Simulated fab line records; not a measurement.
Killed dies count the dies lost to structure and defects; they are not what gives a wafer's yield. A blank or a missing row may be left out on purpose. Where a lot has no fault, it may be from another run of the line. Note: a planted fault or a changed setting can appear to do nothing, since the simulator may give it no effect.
Which of the tools did it? | flow gf180mcu | route of 602 steps, sampled at 1 step: 6 lots, 18 wafers

WHAT THE GAUGES READ, wafer by wafer
GF_M3_OVL_MEAS_15.
lot  | measured     | on         | M3_OVL (nm)
L350 | day 22 13:01 | overlay-01 | -1 3 -3
L352 | day 23 05:44 | overlay-01 | -9 -12 -8
L354 | day 23 21:08 | overlay-02 | 1 -2 -4
L361 | day 26 07:13 | overlay-02 | -5 -6 -7
L364 | day 27 01:55 | overlay-02 | -7 -10 -7
L367 | day 28 01:40 | overlay-01 | -6 1 -9

EACH LOT AND THE TOOL THAT RAN IT (in order: tool; ch and the chambers of the sampled wafers; start)
No process step before these readings appears in the record.

THE ANSWER, worked out from the rows above alone
Rule: the lots themselves supply what counts as usual. Put in order of their means at a reading, lots are off if they are a third of the lots or fewer, leave a main group of 4 or more, and stand apart from it by a gap of 3 or more times the standard deviation of the main group's means; of several such gaps the widest counts. The tables above print the reading to a certain number of digits; a main group whose means all agree to those digits is not used. A lot without any number at a reading at which 4 lots or more have one is off too. All remaining lots with rows at the step are treated as sound.
Nothing can be told from this: no lot is off at any reading shown.

WHAT THE SIMULATOR PUT IN
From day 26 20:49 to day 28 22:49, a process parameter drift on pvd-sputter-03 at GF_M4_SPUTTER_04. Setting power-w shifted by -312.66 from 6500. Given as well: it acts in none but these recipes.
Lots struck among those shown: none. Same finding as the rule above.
